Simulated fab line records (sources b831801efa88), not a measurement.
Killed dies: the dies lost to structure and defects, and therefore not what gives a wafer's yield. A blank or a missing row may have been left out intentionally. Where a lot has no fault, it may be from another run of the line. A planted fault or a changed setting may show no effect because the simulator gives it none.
Which tool is to blame? :: flow sky130 :: 13 lots with 39 wafers sampled at 4 steps, on a route of 708 steps

## WHAT EACH GAUGE READ, for each wafer
SKY_VT_ADJUST_LVTN_OVL_MEAS_07.
lot: L299
measured: day 7 00:36
on: overlay-02
VT_ADJUST_LVTN_OVL (nm): 3.4 2.8 4.2

lot: L300
measured: day 7 05:54
on: overlay-02
VT_ADJUST_LVTN_OVL (nm): 2.8 4.3 2.0

lot: L301
measured: day 7 14:24
on: overlay-02
VT_ADJUST_LVTN_OVL (nm): 2.6 2.6 1.0

lot: L303
measured: day 8 00:21
on: overlay-02
VT_ADJUST_LVTN_OVL (nm): 2.1 2.2 2.6

lot: L304
measured: day 8 16:37
on: overlay-02
VT_ADJUST_LVTN_OVL (nm): 2.8 2.4 2.9

lot: L305
measured: day 8 20:33
on: overlay-01
VT_ADJUST_LVTN_OVL (nm): 0.5 0.8 0.8

lot: L307
measured: day 9 09:34
on: overlay-01
VT_ADJUST_LVTN_OVL (nm): 1.2 1.5 1.4

lot: L308
measured: day 9 12:33
on: overlay-01
VT_ADJUST_LVTN_OVL (nm): 1.4 2.8 1.5

lot: L309
measured: day 9 22:03
on: overlay-02
VT_ADJUST_LVTN_OVL (nm): 1.1 1.3 4.3

lot: L310
measured: day 10 04:51
on: overlay-02
VT_ADJUST_LVTN_OVL (nm): 4.3 3.8 3.8

lot: L311
measured: day 10 15:16
on: overlay-02
VT_ADJUST_LVTN_OVL (nm): 2.9 4.2 2.1

lot: L316
measured: day 11 22:07
on: overlay-02
VT_ADJUST_LVTN_OVL (nm): 1.3 5.6 5.0

lot: L317
measured: day 12 07:24
on: overlay-01
VT_ADJUST_LVTN_OVL (nm): 3.0 1.4 2.4

SKY_POLY_CUT_OVL_MEAS_09.
lot: L299
measured: day 24 07:13
on: overlay-01
POLY_CUT_OVL (nm): 3 2 4

lot: L300
measured: day 24 14:58
on: overlay-02
POLY_CUT_OVL (nm): 12 10 10

lot: L301
measured: day 25 08:07
on: overlay-01
POLY_CUT_OVL (nm): 2 9 8

lot: L303
measured: day 26 02:35
on: overlay-01
POLY_CUT_OVL (nm): 3 9 10

lot: L304
measured: day 26 15:22
on: overlay-01
POLY_CUT_OVL (nm): 3 5 1

lot: L305
measured: day 26 21:28
on: overlay-02
POLY_CUT_OVL (nm): 8 7 4

lot: L307
measured: day 27 19:48
on: overlay-01
POLY_CUT_OVL (nm): -3 -2 1

lot: L308
measured: day 27 20:19
on: overlay-02
POLY_CUT_OVL (nm): 4 1 6

lot: L309
measured: day 28 04:46
on: overlay-01
POLY_CUT_OVL (nm): 13 10 6

lot: L310
measured: day 28 12:32
on: overlay-02
POLY_CUT_OVL (nm): 12 13 11

lot: L311
measured: day 29 02:58
on: overlay-01
POLY_CUT_OVL (nm): -2 -5 -2

lot: L316
measured: day 30 13:56
on: overlay-02
POLY_CUT_OVL (nm): 11 4 -4

lot: L317
measured: day 31 01:10
on: overlay-01
POLY_CUT_OVL (nm): 8 2 8

## EACH LOT AND THE TOOL THAT RAN IT (in order: tool; ch and the chambers of the sampled wafers; start)
lot: L299
SKY_POLY_GATE_STRIP_18: plasma asher-01 ch 0,1, day 16 13:32
SKY_LDD_LDN_STRIP_12: plasma asher-01 ch 1, day 22 23:42

lot: L300
SKY_POLY_GATE_STRIP_18: plasma asher-02 ch 0,1, day 16 21:11
SKY_LDD_LDN_STRIP_12: plasma asher-02 ch 0, day 23 07:47

lot: L301
SKY_POLY_GATE_STRIP_18: plasma asher-01 ch 0,1, day 17 07:20
SKY_LDD_LDN_STRIP_12: plasma asher-02 ch 0,1, day 24 00:05

lot: L303
SKY_POLY_GATE_STRIP_18: plasma asher-01 ch 0,1, day 18 07:56
SKY_LDD_LDN_STRIP_12: plasma asher-02 ch 0,1, day 24 19:23

lot: L304
SKY_POLY_GATE_STRIP_18: plasma asher-01 ch 0,1, day 18 19:56
SKY_LDD_LDN_STRIP_12: plasma asher-02 ch 1, day 25 07:18

lot: L305
SKY_POLY_GATE_STRIP_18: plasma asher-01 ch 1, day 19 06:08
SKY_LDD_LDN_STRIP_12: plasma asher-01 ch 0,1, day 25 14:51

lot: L307
SKY_POLY_GATE_STRIP_18: plasma asher-02 ch 0,1, day 19 22:37
SKY_LDD_LDN_STRIP_12: plasma asher-01 ch 0,1, day 26 10:19

lot: L308
SKY_POLY_GATE_STRIP_18: plasma asher-02 ch 0,1, day 20 03:11
SKY_LDD_LDN_STRIP_12: plasma asher-01 ch 0,1, day 26 11:36

lot: L309
SKY_POLY_GATE_STRIP_18: plasma asher-03 ch 0,1, day 20 12:23
SKY_LDD_LDN_STRIP_12: plasma asher-04 ch 0,1, day 26 22:39

lot: L310
SKY_POLY_GATE_STRIP_18: plasma asher-03 ch 0,1, day 20 20:14
SKY_LDD_LDN_STRIP_12: plasma asher-04 ch 0, day 27 06:23

lot: L311
SKY_POLY_GATE_STRIP_18: plasma asher-03 ch 0,1, day 21 12:14
SKY_LDD_LDN_STRIP_12: plasma asher-02 ch 0,1, day 27 21:50

lot: L316
SKY_POLY_GATE_STRIP_18: plasma asher-01 ch 0,1, day 23 01:56
SKY_LDD_LDN_STRIP_12: plasma asher-04 ch 0,1, day 29 06:17

lot: L317
SKY_POLY_GATE_STRIP_18: plasma asher-01 ch 0,1, day 23 16:17
SKY_LDD_LDN_STRIP_12: plasma asher-04 ch 0,1, day 29 19:23
- SKY_POLY_GATE_STRIP_18: strips in O2/N2.
- SKY_LDD_LDN_STRIP_12: strips in O2/N2.

## WHAT THE TOOLS THEMSELVES READ (means of the sampled wafers that have a number; where no wafer has one, the mark that the record gives instead)
SKY_POLY_GATE_STRIP_18.
lot: L299
tool: plasma asher-01
chamber pressure mTorr (mTorr): 1500.6
drypump motor current A (A): 6.2
oes product au (a.u.): 0.357
strip time to endpoint s (s): 3.15

lot: L300
tool: plasma asher-02
chamber pressure mTorr (mTorr): 1500.3
drypump motor current A (A): 5.8
oes product au (a.u.): 0.364
strip time to endpoint s (s): 3.21

lot: L301
tool: plasma asher-01
chamber pressure mTorr (mTorr): 1499.9
drypump motor current A (A): 6.4
oes product au (a.u.): 0.361
strip time to endpoint s (s): 3.17

lot: L303
tool: plasma asher-01
chamber pressure mTorr (mTorr): 1501.4
drypump motor current A (A): 6.2
oes product au (a.u.): 0.365
strip time to endpoint s (s): 3.15

lot: L304
tool: plasma asher-01
chamber pressure mTorr (mTorr): 1501.4
drypump motor current A (A): 6.2
oes product au (a.u.): 0.357
strip time to endpoint s (s): 3.14

lot: L305
tool: plasma asher-01
chamber pressure mTorr (mTorr): 1500.0
drypump motor current A (A): 5.9
oes product au (a.u.): 0.356
strip time to endpoint s (s): 3.20

lot: L307
tool: plasma asher-02
chamber pressure mTorr (mTorr): 1501.5
drypump motor current A (A): 6.0
oes product au (a.u.): 0.361
strip time to endpoint s (s): 3.19

lot: L308
tool: plasma asher-02
chamber pressure mTorr (mTorr): 1498.9
drypump motor current A (A): 5.8
oes product au (a.u.): 0.361
strip time to endpoint s (s): 3.20

lot: L309
tool: plasma asher-03
chamber pressure mTorr (mTorr): 1500.1
drypump motor current A (A): 5.9
oes product au (a.u.): 0.359
strip time to endpoint s (s): 3.19

lot: L310
tool: plasma asher-03
chamber pressure mTorr (mTorr): 1500.3
drypump motor current A (A): 5.9
oes product au (a.u.): 0.362
strip time to endpoint s (s): 3.17

lot: L311
tool: plasma asher-03
chamber pressure mTorr (mTorr): 1498.9
drypump motor current A (A): 5.9
oes product au (a.u.): 0.358
strip time to endpoint s (s): 3.12

lot: L316
tool: plasma asher-01
chamber pressure mTorr (mTorr): -
drypump motor current A (A): -
oes product au (a.u.): -
strip time to endpoint s (s): -

lot: L317
tool: plasma asher-01
chamber pressure mTorr (mTorr): -
drypump motor current A (A): -
oes product au (a.u.): -
strip time to endpoint s (s): -

SKY_LDD_LDN_STRIP_12.
lot: L299
tool: plasma asher-01
chamber pressure mTorr (mTorr): 1500.3
drypump motor current A (A): 5.9
oes product au (a.u.): 0.715
strip time to endpoint s (s): 14.15

lot: L300
tool: plasma asher-02
chamber pressure mTorr (mTorr): 1500.0
drypump motor current A (A): 6.1
oes product au (a.u.): 0.716
strip time to endpoint s (s): 14.17

lot: L301
tool: plasma asher-02
chamber pressure mTorr (mTorr): 1500.0
drypump motor current A (A): 5.9
oes product au (a.u.): 0.712
strip time to endpoint s (s): 14.16

lot: L303
tool: plasma asher-02
chamber pressure mTorr (mTorr): 1501.8
drypump motor current A (A): 5.8
oes product au (a.u.): 0.717
strip time to endpoint s (s): 14.23

lot: L304
tool: plasma asher-02
chamber pressure mTorr (mTorr): 1499.1
drypump motor current A (A): 5.7
oes product au (a.u.): 0.716
strip time to endpoint s (s): 14.17

lot: L305
tool: plasma asher-01
chamber pressure mTorr (mTorr): 1501.0
drypump motor current A (A): 6.2
oes product au (a.u.): 0.718
strip time to endpoint s (s): 14.22

lot: L307
tool: plasma asher-01
chamber pressure mTorr (mTorr): 1499.3
drypump motor current A (A): 6.4
oes product au (a.u.): 0.713
strip time to endpoint s (s): 14.18

lot: L308
tool: plasma asher-01
chamber pressure mTorr (mTorr): 1500.4
drypump motor current A (A): 6.4
oes product au (a.u.): 0.713
strip time to endpoint s (s): 14.20

lot: L309
tool: plasma asher-04
chamber pressure mTorr (mTorr): 1499.7
drypump motor current A (A): 6.0
oes product au (a.u.): 0.718
strip time to endpoint s (s): 14.13

lot: L310
tool: plasma asher-04
chamber pressure mTorr (mTorr): 1500.0
drypump motor current A (A): 5.4
oes product au (a.u.): 0.718
strip time to endpoint s (s): 14.12

lot: L311
tool: plasma asher-02
chamber pressure mTorr (mTorr): 1500.2
drypump motor current A (A): 5.7
oes product au (a.u.): 0.718
strip time to endpoint s (s): 14.21

lot: L316
tool: plasma asher-04
chamber pressure mTorr (mTorr): 1499.3
drypump motor current A (A): 6.1
oes product au (a.u.): 0.717
strip time to endpoint s (s): 14.16

lot: L317
tool: plasma asher-04
chamber pressure mTorr (mTorr): 1500.3
drypump motor current A (A): 5.7
oes product au (a.u.): 0.714
strip time to endpoint s (s): 14.15

## THE ANSWER, worked out from the rows above alone
Rule: usual is defined by the lots themselves. The widest of any qualifying gaps counts: lots, ordered by their means at a reading, are off when they make up no more than a third of the lots, leave a main group of 4 or more, and stand apart from it by 3 or more times the standard deviation of that group's means. The tables above print the reading to a certain number of digits; a main group whose means all agree to those digits is not used. Also off: a lot with no number at a reading for which 4 or more lots have one. The other lots that the step has rows for count as sound. The gauges are gone through in route order, then the tools' own readings, and for those a lot's mean is taken as printed above. At the first step where some lot is off, the reading lying furthest off is the one used; lots without a number count as furthest.
Off: L316, L317, at SKY_POLY_GATE_STRIP_18 (chamber pressure mTorr). Without a number there: L316, L317. The main group: mean 1500.3 mTorr, standard deviation 0.86.
A tool fits if, at that step or a process step before it, it ran every lot that is off, and no sound lot after the first of them. One candidate fits, namely plasma asher-01 at SKY_POLY_GATE_STRIP_18. A fault onset in the window from L305 (day 19 06:08, its last sound lot) to L316 (day 23 01:56, its first lot off) fits.
Blank at SKY_POLY_GATE_STRIP_18 on the lots that are off, where sound lots have numbers: chamber pressure mTorr, drypump motor current A, oes product au, strip time to endpoint s.

## WHAT HAD BEEN PUT IN BY THE SIMULATOR
Whole step skipped at SKY_POLY_GATE_STRIP_18 on plasma asher-01, starting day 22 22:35. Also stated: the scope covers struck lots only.
Struck lots among those shown: L316, L317. This agrees with what the rule above found.
